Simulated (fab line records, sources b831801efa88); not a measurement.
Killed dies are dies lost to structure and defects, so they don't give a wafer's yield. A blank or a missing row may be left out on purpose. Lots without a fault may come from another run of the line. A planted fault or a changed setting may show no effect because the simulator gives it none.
A struck lot beside a sound one | flow sky130 | 17 steps out of a route of 708
Sound: wafers L303.1, L303.5, L303.6. Struck: wafers L315.1, L315.3. The cause comes at the end.
At each step with rows: each side's tool, then ch and its chambers, then its first start. Under that, the readings that differ: sound wafers | struck wafers | difference of the means | sigmas: that difference in standard deviations of wafers without a fault.
alike: readings whose means differ by less than 2 such deviations, and words and numbers that are the same on both sides. not compared: withheld readings, readings that some wafer has no value for, bounds like >300 that may hide the same value, and numbers for which the record gives no deviation and whose values overlap.
The two part at a step that has a row with sigmas, a row that says differs or no value, or rows on one side only. Numbers that don't overlap but have no deviation are shown without sigmas and don't part them. A reading that every wafer of one side lacks parts them only if that side has two wafers or more.

first, 2 steps without rows for these wafers: SKY_NWELL_IMPLANT_12; SKY_NWELL_IMPLANT_13.
SKY_NWELL_STRIP_14: strips in O2/N2.
  sound on plasma_asher-02 ch 0,1, day 5 12:33; struck on plasma_asher-03 ch 0,1, day 8 11:32
  alike: drypump_motor_current_A, n2_flow_sccm, oes_product_au, strip_time_to_endpoint_s
  not compared: rf_hours_counter_h
SKY_NWELL_TW_MEAS_15:
  sound on film_metro-02, day 5 12:39; struck on film_metro-01, day 8 11:38
  alike: NWELL_TW
then, 7 steps without rows for these wafers: SKY_NWELL_DEHYDRATE_16 (time 60 s); SKY_NWELL_HMDS_17 (prime time 60 s); SKY_NWELL_COAT_18 (resist thk 3000 nm); SKY_NWELL_SOFTBAKE_19; SKY_NWELL_EXPOSE_20 (exposes mask NWM COMPLEMENT, target cd 840 nm); SKY_NWELL_PEB_21; SKY_NWELL_DEVELOP_22 (develop time 60 s).
SKY_NWELL_OVL_MEAS_23:
  sound on overlay-01, day 6 07:01; struck on overlay-02, day 9 08:19
  alike: NWELL_01_OVL
SKY_NWELL_IMPLANT_24:
  sound on implanter-03 ch 0, day 6 07:03; struck on implanter-03 ch 0, day 9 08:21
  alike: beam_on_s
SKY_NWELL_STRIP_25: strips in O2/N2.
  sound on plasma_asher-04 ch 0,1, day 6 07:12; struck on plasma_asher-03 ch 0, day 9 08:30
  reading             | sound             | struck      | difference | sigmas
  n2_flow_sccm (sccm) | 299.7 299.5 300.6 | 302.1 301.9 | +2.1       | +2
  alike: drypump_motor_current_A, oes_product_au, strip_time_to_endpoint_s
  not compared: rf_hours_counter_h
SKY_NWELL_TW_MEAS_26:
  sound on film_metro-01, day 6 07:18; struck on film_metro-02, day 9 08:36
  reading    | sound             | struck      | difference | sigmas
  NWELL_2_TW | 502.6 500.6 501.6 | 481.9 483.3 | -19.0      | -7
then, 1 step without rows for these wafers: SKY_NWELL_CLEAN_27 (cleans in SC1/SC2, time 150 s).
-- the record jumps here: 40 days lie between the struck wafers' starts before and after (it left off in module NWELL and takes up again in module PAD_OPEN, whose first step shown is number 708 of the route) --
SKY_PAD_OPEN_PROBE_99:
  sound on prober-02, day 46 18:35; struck on prober-02, day 49 19:13
  reading                                                    | sound                        | struck              | difference | sigmas
  model.etest.pfet_16v.r_on_ohm_um                           | 1.51e+04 1.504e+04 1.506e+04 | 1.591e+04 1.633e+04 | +1.053e+03 |
  model.etest.res_iso_pwell.rs_ohm_sq                        | 2874 2815 2899               | 3517 3625           | +708       |
  model.etest.res_pwell_under_gate.rs_ohm_sq                 | 2276 2275 2268               | 2506 2518           | +239       |
  model.etest.res_pwell_under_gate.rs_ohm_sq_range           | 36.03 40.98 64.02            | 216.8 271.5         | +197.1     |
  model.etest.res_iso_pwell.line_ohm_um                      | 1091 1079 1086               | 1338 1372           | +270       |
  model.etest.res_pwell_under_gate.rs_ohm_sq_rim_less_centre | -25.03 7.687 -7.691          | -79.53 -98.66       | -80.75     |
  model.etest.pfet_16v.drive_ua_um                           | 245.6 246.1 245.6            | 236.2 232           | -11.7      |
  model.etest.res_nwell.width_nm (nm)                        | 837 842.7 841.2              | 846.2 853.8         | +9.7       |
  alike: killed_at_M0_to_M3, killed_at_M4_up, killed_at_contacts, killed_at_front_end, killed_at_other, killed_dies, killed_on_rim, killed_open, killed_short

WHERE THEY PART
First at SKY_NWELL_STRIP_25; last, within this record, at SKY_NWELL_TW_MEAS_26. Later steps at which nothing parts them and some readings are alike: SKY_PAD_OPEN_PROBE_99.

WHY: what the simulator had put in
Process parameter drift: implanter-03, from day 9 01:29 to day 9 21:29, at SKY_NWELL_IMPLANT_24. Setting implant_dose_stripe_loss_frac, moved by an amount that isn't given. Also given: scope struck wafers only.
